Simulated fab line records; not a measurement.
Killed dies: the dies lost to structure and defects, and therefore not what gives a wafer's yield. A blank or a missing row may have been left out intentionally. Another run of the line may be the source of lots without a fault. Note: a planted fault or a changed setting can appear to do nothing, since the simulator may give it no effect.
fab line records	flow sky130
record lots=5	wafers=23
route steps=708 shown LOCAL_INTERCONNECT@387 CONTACT@408 METAL1@434 VIA1@460
start-h: hours from the record's opening day to when the first of the lot's shown wafers began	wait-h: time in hours since the lot's previous step	" repeats the value in the row above	L1.1+2: a single row standing in for several wafers	- either no value or no given start	* or withheld: withheld	< > ~ a bound
route shown NAME@n: NAME is a module with steps in the file, n the number in the route of the first one	usual: the fault-free wafers' mean and standard deviation	same: alike in all rows	chamber/n: place in a boat	sites: the reading at each site	_std_site: the standard deviation of these	_edge_site: the outer-site mean with the inner-site mean subtracted	radius-mm: how far each site lies from the wafer's centre	mask NAME#n: copy n	behind: the tool/chamber that last shaped the wafer	hold: why the lot went on hold/how many hours it stayed there/how the hold came to an end	device: names the non-switching transistor (n, p or np)	end of line: tests of these same wafers at the route's end	a step with no rows: only its recipe	killed: the dies lost at the first sort to structure and to defects; this is not the yield of the wafer	map: per-die view of a wafer (x killed, . not killed, _ where there is no die)
set.NAME: the setting that was run; set.NAME@STEP: the one run at that earlier step	model.NAME: the simulator's own value behind a step, which no gauge read
lots run with intentionally changed settings; tables by step, rows by wafer
## steps
# step SKY_LOCAL_INTERCONNECT_SPUTTER_00
# recipe material=TiN	target-thk-nm=100	temp-c=300	power-w=6500	time-s=83.3	chamber-pressure-pa=0.4
lot.wafer	tool	chamber	start-h	wait-h	set.power-w	model.TiN_of_LOCAL_INTERCONNECT_SPUTTER_00.thk-nm
L076.2	pvd-sputter-04	-	698.79	0.2	5765	86.98
L076.3	"	-	"	"	6500	98.89
L076.4	"	-	"	"	6500	98.06
L076.5	"	-	"	"	6500	98.42
L076.6	"	-	"	"	5765	87.58
L080.1	pvd-sputter-01	-	728.93	0.2	6500	98.23
L080.3	"	-	"	"	6500	98.61
L080.4	"	-	"	"	6500	98.32
L080.5	"	-	"	"	6500	98.83
L080.6	"	-	"	"	6500	98.28
L081.1	pvd-sputter-01	-	732.93	0.2	6500	99.87
L081.2	"	-	"	"	6500	99.5
L081.3	"	-	"	"	6500	98.75
L081.4	"	-	"	"	6500	100.2
L081.6	"	-	"	"	6500	99.82
L082.1	pvd-sputter-04	-	748.67	0.2	6500	98.62
L082.2	"	-	"	"	6837	105.3
L082.4	"	-	"	"	6500	98.92
L082.5	"	-	"	"	6837	104.7
L082.6	"	-	"	"	6837	103.7
L084.3	pvd-sputter-03	-	761.07	0.2	6500	99.48
L084.5	"	-	"	"	6500	99.73
L084.6	"	-	"	"	6500	100.1
# step SKY_LOCAL_INTERCONNECT_RS_MEAS_01
# recipe thk-meas-gauge=four-point-probe	reads=TiN_of_LOCAL_INTERCONNECT_SPUTTER_00
# usual LOCAL_INTERCONNECT_TIN_RS=14.25/0.14
lot.wafer	tool	chamber	start-h	wait-h	set.power-w@LOCAL_INTERCONNECT_SPUTTER_00	LOCAL_INTERCONNECT_TIN_RS[ohm/sq]
L076.2	film-metro-02	-	698.88	0.1	5765	16.43
L076.3	"	-	"	"	6500	14.33
L076.4	"	-	"	"	6500	14.48
L076.5	"	-	"	"	6500	14.41
L076.6	"	-	"	"	5765	16.27
L080.1	film-metro-02	-	728.99	0.0	6500	14.43
L080.3	"	-	"	"	6500	14.37
L080.4	"	-	"	"	6500	14.39
L080.5	"	-	"	"	6500	14.30
L080.6	"	-	"	"	6500	14.38
L081.1	film-metro-02	-	732.99	0.0	6500	14.15
L081.2	"	-	"	"	6500	14.20
L081.3	"	-	"	"	6500	14.33
L081.4	"	-	"	"	6500	14.10
L081.6	"	-	"	"	6500	14.16
L082.1	film-metro-04	-	748.74	0.0	6500	14.36
L082.2	"	-	"	"	6837	13.40
L082.4	"	-	"	"	6500	14.32
L082.5	"	-	"	"	6837	13.48
L082.6	"	-	"	"	6837	13.62
L084.3	film-metro-01	-	761.17	0.1	6500	14.17
L084.5	"	-	"	"	6500	14.17
L084.6	"	-	"	"	6500	14.10
# step SKY_LOCAL_INTERCONNECT_THK_MEAS_02
# recipe thk-meas-gauge=xrf	reads=TiN_of_LOCAL_INTERCONNECT_SPUTTER_00
# usual LOCAL_INTERCONNECT_TIN_THK=98.3/0.94
lot.wafer	tool	chamber	start-h	wait-h	set.power-w@LOCAL_INTERCONNECT_SPUTTER_00	LOCAL_INTERCONNECT_TIN_THK[nm]
L076.2	film-metro-02	-	698.99	0.1	5765	86.0
L076.3	"	-	"	"	6500	98.5
L076.4	"	-	"	"	6500	96.8
L076.5	"	-	"	"	6500	97.1
L076.6	"	-	"	"	5765	86.8
L080.1	film-metro-02	-	729.11	0.1	6500	97.7
L080.3	"	-	"	"	6500	98.5
L080.4	"	-	"	"	6500	97.8
L080.5	"	-	"	"	6500	98.0
L080.6	"	-	"	"	6500	97.9
L081.1	film-metro-02	-	733.11	0.1	6500	99.2
L081.2	"	-	"	"	6500	98.9
L081.3	"	-	"	"	6500	98.3
L081.4	"	-	"	"	6500	99.7
L081.6	"	-	"	"	6500	99.0
L082.1	film-metro-04	-	748.86	0.1	6500	97.8
L082.2	"	-	"	"	6837	104.4
L082.4	"	-	"	"	6500	98.0
L082.5	"	-	"	"	6837	103.5
L082.6	"	-	"	"	6837	102.6
L084.3	film-metro-01	-	761.27	0.1	6500	98.0
L084.5	"	-	"	"	6500	97.6
L084.6	"	-	"	"	6500	98.5
# step SKY_LOCAL_INTERCONNECT_SOFTBAKE_07
# recipe temp-c=100	time-s=90	resist=KrF-thick
lot.wafer	tool	chamber	start-h	wait-h	set.time-s
L076.2+4	litho-track-01	0	-	-	79.08
L076.3+5+6	"	0	"	"	90
L080.1+3+4+5+6	litho-track-01	0	-	-	90
L081.1+2	litho-track-01	0	-	-	90
L081.3+4+6	"	0	"	"	79.15
L082.1+5	litho-track-03	0	-	-	103.3
L082.2+4+6	"	0	"	"	90
L084.3+5+6	litho-track-02	0	-	-	90
# step SKY_LOCAL_INTERCONNECT_EXPOSE_08
# recipe mask-id=LI1M	na=0.8	source-shape=annular	sigma-inner=0.55	sigma-outer=0.85	target-cd-nm=170	dose-mj=28
# step SKY_LOCAL_INTERCONNECT_PEB_09
# recipe peb-temp-c=withheld	peb-time-s=withheld	resist=KrF-thick
# step SKY_LOCAL_INTERCONNECT_ETCH_13
# recipe chemistry=N2/H2	target=BARC	ion-energy-ev=200	bias-w=100	pressure-mtorr=30	n2-flow-sccm=100	h2-flow-sccm=200	icp-w=500	stop-on=SiO2	time-s=45.9	target-depth-a=600
# step SKY_LOCAL_INTERCONNECT_METAL_ETCH_14
# recipe target-depth-nm=110	stop-on=PSG	chemistry=Cl2/BCl3	target=TiN	resist-sidewall-deg=88	pressure-mtorr=10	icp-w=900	bias-w=48.5	Cl2_flow_sccm=60	bcl3-flow-sccm=30	time-s=31.4
# usual oes-product-au=0.937/0.0068
lot.wafer	tool	chamber	start-h	wait-h	set.power-w@LOCAL_INTERCONNECT_SPUTTER_00	oes-product-au
L076.2	rie-metal-03	0	726.80	0.0	5765	0.863
L076.3	"	0	"	"	6500	0.939
L076.4	"	1	"	"	6500	0.922
L076.5	"	1	"	"	6500	0.933
L076.6	"	0	"	"	5765	0.865
L080.1	rie-metal-03	0	756.74	0.1	6500	0.939
L080.3	"	0	"	"	6500	0.928
L080.4	"	0	"	"	6500	0.929
L080.5	"	0	"	"	6500	0.928
L080.6	"	0	"	"	6500	0.931
L081.1	rie-metal-03	0	759.87	0.1	6500	0.939
L081.2	"	0	"	"	6500	0.940
L081.3	"	0	"	"	6500	0.934
L081.4	"	0	"	"	6500	0.934
L081.6	"	0	"	"	6500	0.933
L082.1	rie-metal-02	0	774.55	0.0	6500	0.930
L082.2	"	1	"	"	6837	0.974
L082.4	"	0	"	"	6500	0.937
L082.5	"	1	"	"	6837	0.973
L082.6	"	0	"	"	6837	0.960
L084.3	rie-metal-02	0	787.29	0.0	6500	0.948
L084.5	"	1	"	"	6500	0.941
L084.6	"	0	"	"	6500	0.935
# step SKY_LOCAL_INTERCONNECT_STRIP_15
# recipe chemistry=O2/N2	power-w=1400	pressure-mtorr=1500	platen-temp-c=withheld	o2-flow-sccm=3000	n2-flow-sccm=300	overash-fraction=0.5
# usual strip-time-to-endpoint-s=4.729/0.019
lot.wafer	tool	chamber	start-h	wait-h	set.pressure-mtorr	strip-time-to-endpoint-s
L076.2	plasma-asher-02	1	726.86	0.0	1406	4.809
L076.3	"	0	"	"	1406	4.803
L076.4	"	1	"	"	1406	4.811
L076.5	"	1	"	"	1406	4.781
L076.6	"	0	"	"	1406	4.804
L080.1	plasma-asher-01	1	756.84	0.1	1359	4.837
L080.3	"	0	"	"	1359	4.866
L080.4	"	1	"	"	1359	4.874
L080.5	"	1	"	"	1359	4.873
L080.6	"	0	"	"	1359	4.837
L081.1	plasma-asher-04	0	759.97	0.1	1670	4.616
L081.2	"	1	"	"	1670	4.619
L081.3	"	1	"	"	1670	4.631
L081.4	"	0	"	"	1670	4.621
L081.6	"	0	"	"	1670	4.612
L082.1	plasma-asher-04	0	774.60	0.0	1287	4.934
L082.2	"	1	"	"	1287	4.923
L082.4	"	0	"	"	1287	4.917
L082.5	"	1	"	"	1287	4.917
L082.6	"	0	"	"	1287	4.926
L084.3	plasma-asher-04	0	787.36	0.1	1500	4.694
L084.5	"	0	"	"	1500	4.714
L084.6	"	1	"	"	1500	4.718
# step SKY_CONTACT_HDPCVD_02
# recipe material=SiO2	target-thk-nm=565	sigma-open-frac=0.3	time-s=94.2	temp-c=600	sih4-flow-sccm=60	pressure-mtorr=6
lot.wafer	tool	chamber	start-h	wait-h	set.time-s	model.SiO2_of_CONTACT_HDPCVD_02.thk-nm
L076.2+3	hdpcvd-02	1,2	727.56	0.0	102.2	-
L076.4	"	0	"	"	94.2	563.9
L076.5	"	1	"	"	94.2	-
L076.6	"	2	"	"	94.2	572
L080.1+5	hdpcvd-01	2	757.54	0.1	94.2	-
L080.3	"	1	"	"	107.2	647
L080.4	"	0	"	"	94.2	558.8
L080.6	"	1	"	"	107.2	641.9
L081.1	hdpcvd-02	0	761.50	0.1	94.2	559.9
L081.2	"	1	"	"	94.2	560.3
L081.3	"	2	"	"	94.2	567.3
L081.4+6	"	1,0	"	"	94.2	-
L082.1	hdpcvd-02	2	775.33	0.1	89.37	536.5
L082.2	"	0	"	"	89.37	528.5
L082.4	"	0	"	"	94.2	551.7
L082.5+6	"	1,2	"	"	94.2	-
L084.3	hdpcvd-01	2	788.02	0.0	94.2	559
L084.5	"	2	"	"	94.2	552.3
L084.6	"	1	"	"	94.2	563.6
# step SKY_CONTACT_THK_MEAS_03
# recipe reads=SiO2_of_CONTACT_HDPCVD_02
# usual CONTACT_HDPCVD_THK=564/6.1
lot.wafer	tool	chamber	start-h	wait-h	set.time-s@CONTACT_HDPCVD_02	CONTACT_HDPCVD_THK[nm]
L076.2	film-metro-02	-	727.64	0.0	102.2	624
L076.3	"	-	"	"	102.2	616
L076.4	"	-	"	"	94.2	564
L076.5	"	-	"	"	94.2	581
L076.6	"	-	"	"	94.2	572
L080.1	film-metro-02	-	757.61	0.0	94.2	559
L080.3	"	-	"	"	107.2	647
L080.4	"	-	"	"	94.2	559
L080.5	"	-	"	"	94.2	560
L080.6	"	-	"	"	107.2	642
L081.1	film-metro-02	-	761.57	0.0	94.2	560
L081.2	"	-	"	"	94.2	560
L081.3	"	-	"	"	94.2	567
L081.4	"	-	"	"	94.2	554
L081.6	"	-	"	"	94.2	553
L082.1	film-metro-01	-	775.40	0.0	89.37	536
L082.2	"	-	"	"	89.37	528
L082.4	"	-	"	"	94.2	551
L082.5	"	-	"	"	94.2	561
L082.6	"	-	"	"	94.2	552
L084.3	film-metro-03	-	788.11	0.1	94.2	559
L084.5	"	-	"	"	94.2	552
L084.6	"	-	"	"	94.2	564
# step SKY_CONTACT_CMP_04
# recipe material=SiO2	down-force-psi=4	platen-rpm=60	pad-velocity-m-s=0.94248
# usual time-to-endpoint-s=82/4
lot.wafer	tool	chamber	start-h	wait-h	set.time-s@CONTACT_HDPCVD_02	time-to-endpoint-s
L076.3	cmp-01	2	727.69	0.0	102.2	98
L076.4	"	3	"	"	94.2	79
L076.2	"	0	"	"	102.2	107
L076.6	"	2	"	"	94.2	85
L076.5	"	3	"	"	94.2	84
L080.3	cmp-01	1	757.67	0.0	107.2	112
L080.4	"	2	"	"	94.2	71
L080.1	"	0	"	"	94.2	78
L080.6	"	1	"	"	107.2	107
L080.5	"	2	"	"	94.2	73
L081.2	cmp-01	0	761.63	0.0	94.2	82
L081.4	"	1	"	"	94.2	80
L081.1	"	2	"	"	94.2	76
L081.3	"	3	"	"	94.2	84
L081.6	"	0	"	"	94.2	79
L082.4	cmp-02	3	775.61	0.2	94.2	77
L082.2	"	0	"	"	89.37	73
L082.1	"	2	"	"	89.37	70
L082.5	"	3	"	"	94.2	82
L082.6	"	0	"	"	94.2	79
L084.3	cmp-02	1	788.30	0.2	94.2	87
L084.6	"	2	"	"	94.2	81
L084.5	"	3	"	"	94.2	81
# step SKY_METAL1_SPUTTER_00
# recipe material=Ti	target-thk-nm=15	power-w=3000	time-s=10	chamber-pressure-pa=0.4
lot.wafer	tool	chamber	start-h	wait-h	set.time-s	model.Ti_of_METAL1_SPUTTER_00.thk-nm
L076.2	pvd-sputter-03	-	757.27	0.1	10.96	16.39
L076.3	"	-	"	"	10.96	16.71
L076.4	"	-	"	"	10	15.07
L076.5	"	-	"	"	10.96	16.41
L076.6	"	-	"	"	10	15.34
L080.1	pvd-sputter-02	-	785.94	0.1	9.233	13.84
L080.3	"	-	"	"	10	14.86
L080.4	"	-	"	"	10	14.79
L080.5	"	-	"	"	9.233	13.77
L080.6	"	-	"	"	10	14.93
L081.1	pvd-sputter-02	-	789.07	0.1	10	14.86
L081.2	"	-	"	"	10	14.81
L081.3	"	-	"	"	10	15.01
L081.4	"	-	"	"	10.79	16.21
L081.6	"	-	"	"	10.79	16.27
L082.1	pvd-sputter-04	-	803.00	0.2	10	14.9
L082.2	"	-	"	"	10	14.85
L082.4	"	-	"	"	10	14.81
L082.5	"	-	"	"	10.79	16.09
L082.6	"	-	"	"	10.79	16
L084.3	pvd-sputter-02	-	816.51	0.2	10	14.99
L084.5	"	-	"	"	10	14.88
L084.6	"	-	"	"	10	15.05
# step SKY_METAL1_EXPOSE_12
# recipe mask-id=MM1	na=0.8	source-shape=annular	sigma-inner=0.55	sigma-outer=0.85	target-cd-nm=140	dose-mj=28
lot.wafer	tool	chamber	start-h	wait-h	mask	set.dose-mj
L076.2+4+6	krf-scanner-01	0	-	-	MM1#0	28
L076.3+5	"	0	"	"	MM1#0	25.98
L080.1+6	krf-scanner-02	0	-	-	MM1#0	28
L080.3+4+5	"	0	"	"	MM1#0	26.06
L081.1+2+3+4+6	krf-scanner-01	0	-	-	MM1#0	28
L082.1+4+6	krf-scanner-01	0	-	-	MM1#0	28
L082.2+5	"	0	"	"	MM1#0	28.56
L084.3+5+6	krf-scanner-02	0	-	-	MM1#0	28
# step SKY_METAL1_PEB_13
# recipe peb-temp-c=withheld	peb-time-s=withheld	resist=KrF-thick
# step SKY_METAL1_DEVELOP_14
# recipe develop-time-s=60	resist=KrF-thick	dev-temp-c=21
# step SKY_METAL1_CD_MEAS_15
# recipe target-cd-nm=140
# usual cd-nm=140.4/1.7
lot.wafer	tool	chamber	start-h	wait-h	set.dose-mj@METAL1_EXPOSE_12	cd-nm
L076.2	cd-sem-02	-	784.25	-	28	138.8
L076.3	"	-	"	"	25.98	152.9
L076.4	"	-	"	"	28	138.8
L076.5	"	-	"	"	25.98	153.9
L076.6	"	-	"	"	28	140.0
L080.1	cd-sem-02	-	812.71	-	28	137.7
L080.3	"	-	"	"	26.06	152.1
L080.4	"	-	"	"	26.06	153.9
L080.5	"	-	"	"	26.06	153.5
L080.6	"	-	"	"	28	139.8
L081.1	cd-sem-02	-	815.51	-	28	142.1
L081.2	"	-	"	"	28	141.2
L081.3	"	-	"	"	28	141.4
L081.4	"	-	"	"	28	140.1
L081.6	"	-	"	"	28	141.7
L082.1	cd-sem-02	-	829.26	-	28	142.1
L082.2	"	-	"	"	28.56	138.4
L082.4	"	-	"	"	28	141.4
L082.5	"	-	"	"	28.56	137.8
L082.6	"	-	"	"	28	141.8
L084.3	cd-sem-01	-	843.62	-	28	140.2
L084.5	"	-	"	"	28	139.4
L084.6	"	-	"	"	28	140.0
# step SKY_METAL1_DESCUM_17
# recipe chemistry=O2	source-power-w=150	bias-power-w=0	pressure-mtorr=10	temp-c=40	time-s=8
lot.wafer	tool	chamber	start-h	wait-h	set.dose-mj@METAL1_EXPOSE_12	model.METAL1.cd-nm
L076.2	rie-metal-03	0	784.38	0.0	28	139
L076.3	"	0	"	"	25.98	152.5
L076.4	"	1	"	"	28	138.5
L076.5	"	1	"	"	25.98	153.5
L076.6	"	0	"	"	28	140
L080.1	rie-metal-04	1	812.86	0.0	28	138.3
L080.3	"	0	"	"	26.06	153
L080.4	"	1	"	"	26.06	154.6
L080.5	"	0	"	"	26.06	154.4
L080.6	"	1	"	"	28	140.1
L081.1	rie-metal-03	0	815.66	0.0	28	141.8
L081.2	"	1	"	"	28	141.1
L081.3	"	0	"	"	28	-
L081.4	"	1	"	"	28	140.1
L081.6	"	0	"	"	28	142.3
L082.1	rie-metal-03	1	829.41	0.0	28	141.8
L082.2	"	1	"	"	28.56	138.2
L082.4	"	1	"	"	28	141.6
L082.5	"	1	"	"	28.56	137.2
L082.6	"	1	"	"	28	142
L084.3	rie-metal-02	0	843.74	0.0	28	140.1
L084.5	"	1	"	"	28	139.5
L084.6	"	0	"	"	28	139.4
# step SKY_METAL1_METAL_ETCH_19
# recipe target-depth-a=3600	stop-on=SiO2	over-etch-frac=0.3	time-s=78	chemistry=Cl2/BCl3	resist-sidewall-deg=88	pressure-mtorr=10	icp-w=900	bias-w=48.5	Cl2_flow_sccm=60	bcl3-flow-sccm=30
lot.wafer	tool	chamber	start-h	wait-h	set.icp-w	set.dose-mj@METAL1_EXPOSE_12	model.METAL1.cd-nm
L076.2	rie-metal-03	0	784.48	0.0	900	28	135.7
L076.3	"	0	"	"	900	25.98	148.7
L076.4	"	1	"	"	900	28	138.3
L076.5	"	1	"	"	900	25.98	153.4
L076.6	"	0	"	"	900	28	138.1
L080.1	rie-metal-04	1	812.96	0.0	900	28	139.1
L080.3	"	0	"	"	958	26.06	149.9
L080.4	"	1	"	"	900	26.06	154.7
L080.5	"	0	"	"	958	26.06	150.6
L080.6	"	1	"	"	958	28	139.1
L081.1	rie-metal-03	0	815.76	0.0	900	28	140.7
L081.2	"	1	"	"	808.9	28	145
L081.3	"	0	"	"	900	28	139.2
L081.4	"	1	"	"	808.9	28	144.2
L081.6	"	0	"	"	900	28	139
L082.1	rie-metal-03	1	829.60	0.1	900	28	142.2
L082.2	"	1	"	"	900	28.56	138.7
L082.4	"	1	"	"	900	28	142.4
L082.5	"	1	"	"	900	28.56	138.2
L082.6	"	1	"	"	900	28	142.5
L084.3	rie-metal-02	0	843.86	0.1	900	28	143.3
L084.5	"	1	"	"	900	28	140.1
L084.6	"	0	"	"	900	28	142.7
# step SKY_VIA1_CMP_02
# recipe material=SiO2	down-force-psi=4	platen-rpm=60	pad-velocity-m-s=0.94248
lot.wafer	tool	chamber	start-h	wait-h	set.leave-above-ref-nm	model.SiO2_of_VIA1_HDPCVD_00.thk-nm
L076.4	cmp-01	1	785.39	0.1	345	345.7
L076.2+3	"	2,3	"	"	345	344.7
L076.5	"	0	"	"	345	346.1
L076.6	"	1	"	"	345	345
L080.1	cmp-01	0	813.89	0.1	355.7	356.5
L080.4	"	1	"	"	355.7	355.5
L080.3	"	2	"	"	355.7	354.2
L080.6	"	3	"	"	345	344.3
L080.5	"	0	"	"	345	342.8
L081.3+2	cmp-02	0,3	816.64	0.0	345	346.3
L081.4	"	1	"	"	321	322.4
L081.1	"	2	"	"	321	320.8
L081.6	"	1	"	"	321	322.6
L082.4	cmp-02	1	830.55	0.0	323.2	324.4
L082.2	"	3	"	"	345	345.8
L082.1	"	0	"	"	323.2	324.8
L082.5	"	1	"	"	323.2	324.1
L082.6	"	2	"	"	345	344.6
L084.3	cmp-02	1	844.88	0.2	345	347
L084.6	"	2	"	"	345	345
L084.5	"	3	"	"	345	345.7
# step SKY_VIA1_DEVELOP_11
# recipe develop-time-s=60	resist=KrF-thick	dev-temp-c=21
lot.wafer	tool	chamber	start-h	wait-h	set.dev-temp-c
L076.2+4	litho-track-02	0	-	-	19.7
L076.3+5+6	"	0	"	"	21
L080.1+3	litho-track-02	0	-	-	18.92
L080.4+5+6	"	0	"	"	21
L081.1+6	litho-track-04	0	-	-	21
L081.2+3+4	"	0	"	"	24.01
L082.1+6	litho-track-04	0	-	-	21
L082.2+4+5	"	0	"	"	24.29
L084.3+5+6	litho-track-04	0	-	-	21
# step SKY_VIA1_ETCH_14
# recipe chemistry=N2/H2	target=BARC	ion-energy-ev=200	source-w=500	bias-w=103.9	pressure-mtorr=30	n2-flow-sccm=100	h2-flow-sccm=200	stop-on=SiO2	time-s=45.9	target-depth-a=600
# step SKY_VIA1_ETCH_15
# recipe target=SiO2	chemistry=C4F8/O2/Ar	target-depth-nm=351	stop-on=TiN	mask-material=KrF-thick	source-w=1500	bias-w=1200	pressure-mtorr=40	c4f8-flow-sccm=withheld	O2_flow_sccm=6	Ar_flow_sccm=300	time-s=54
# usual oes-product-au=0.981/0.007
lot.wafer	tool	chamber	start-h	wait-h	set.leave-above-ref-nm@VIA1_CMP_02	oes-product-au	model.VIA1.feature-depth-nm
L076.2	rie-diel-03	0	812.56	0.0	345	0.984	344.6
L076.3	"	3	"	"	345	0.988	344.7
L076.4	"	2	"	"	345	0.988	345.7
L076.5	"	0	"	"	345	0.992	346.1
L076.6	"	3	"	"	345	0.981	345
L080.1	rie-diel-04	0	841.15	0.0	355.7	0.992	349.7
L080.3	"	3	"	"	355.7	0.991	354.1
L080.4	"	2	"	"	355.7	1.000	355.5
L080.5	"	1	"	"	345	0.980	342.8
L080.6	"	0	"	"	345	0.981	344.3
L081.1	rie-diel-04	1	843.79	0.0	321	0.951	320.7
L081.2	"	0	"	"	345	0.978	346.3
L081.3	"	2	"	"	345	0.989	346.3
L081.4	"	3	"	"	321	0.944	322.4
L081.6	"	3	"	"	321	0.953	322.6
L082.1	rie-diel-04	2	857.54	0.0	323.2	0.950	324.7
L082.2	"	3	"	"	345	0.982	345.8
L082.4	"	1	"	"	323.2	0.950	324.3
L082.5	"	0	"	"	323.2	0.944	324
L082.6	"	1	"	"	345	0.980	344.6
L084.3	rie-diel-04	2	871.44	0.0	345	0.984	347
L084.5	"	0	"	"	345	0.959	334
L084.6	"	3	"	"	345	0.987	345
## key
split step=SKY_LOCAL_INTERCONNECT_SPUTTER_00	setting=power-w	stated=6500	by=wafer
response step=SKY_LOCAL_INTERCONNECT_SPUTTER_00	reading=model.TiN_of_LOCAL_INTERCONNECT_SPUTTER_00.thk-nm	change=+1.01	per=1%	r=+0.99
response step=SKY_LOCAL_INTERCONNECT_RS_MEAS_01	reading=LOCAL_INTERCONNECT_TIN_RS	change=-0.17	per=1%	r=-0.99
response step=SKY_LOCAL_INTERCONNECT_THK_MEAS_02	reading=LOCAL_INTERCONNECT_TIN_THK	change=+0.993	per=1%	r=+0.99
response step=SKY_LOCAL_INTERCONNECT_METAL_ETCH_14	reading=oes-product-au	change=+0.00613	per=1%	r=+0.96
split step=SKY_LOCAL_INTERCONNECT_SOFTBAKE_07	setting=time-s	stated=90	by=wafer
response none clear
split step=SKY_LOCAL_INTERCONNECT_STRIP_15	setting=pressure-mtorr	stated=1500	by=lot
response step=SKY_LOCAL_INTERCONNECT_STRIP_15	reading=strip-time-to-endpoint-s	change=*	per=1%	r=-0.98
split step=SKY_CONTACT_HDPCVD_02	setting=time-s	stated=94.2	by=wafer
response step=SKY_CONTACT_HDPCVD_02	reading=model.SiO2_of_CONTACT_HDPCVD_02.thk-nm	change=+5.9	per=1%	r=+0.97
response step=SKY_CONTACT_THK_MEAS_03	reading=CONTACT_HDPCVD_THK	change=+5.86	per=1%	r=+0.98
response step=SKY_CONTACT_CMP_04	reading=time-to-endpoint-s	change=*	per=1%	r=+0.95
split step=SKY_METAL1_SPUTTER_00	setting=time-s	stated=10	by=wafer
response step=SKY_METAL1_SPUTTER_00	reading=model.Ti_of_METAL1_SPUTTER_00.thk-nm	change=+0.147	per=1%	r=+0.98
split step=SKY_METAL1_EXPOSE_12	setting=dose-mj	stated=28	by=wafer
response step=SKY_METAL1_CD_MEAS_15	reading=cd-nm	change=-2.01	per=1%	r=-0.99
response step=SKY_METAL1_DESCUM_17	reading=model.METAL1.cd-nm	change=-2.02	per=1%	r=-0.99
response step=SKY_METAL1_METAL_ETCH_19	reading=model.METAL1.cd-nm	change=-1.87	per=1%	r=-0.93
split step=SKY_METAL1_METAL_ETCH_19	setting=icp-w	stated=900	by=wafer
response none clear
split step=SKY_VIA1_CMP_02	setting=leave-above-ref-nm	stated=345	by=wafer
response step=SKY_VIA1_CMP_02	reading=model.SiO2_of_VIA1_HDPCVD_00.thk-nm	change=+3.45	per=1%	r=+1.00
response step=SKY_VIA1_ETCH_15	reading=oes-product-au	change=+0.00501	per=1%	r=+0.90
response step=SKY_VIA1_ETCH_15	reading=model.VIA1.feature-depth-nm	change=+3.38	per=1%	r=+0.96
split step=SKY_VIA1_DEVELOP_11	setting=dev-temp-c	stated=21	by=wafer
response none clear
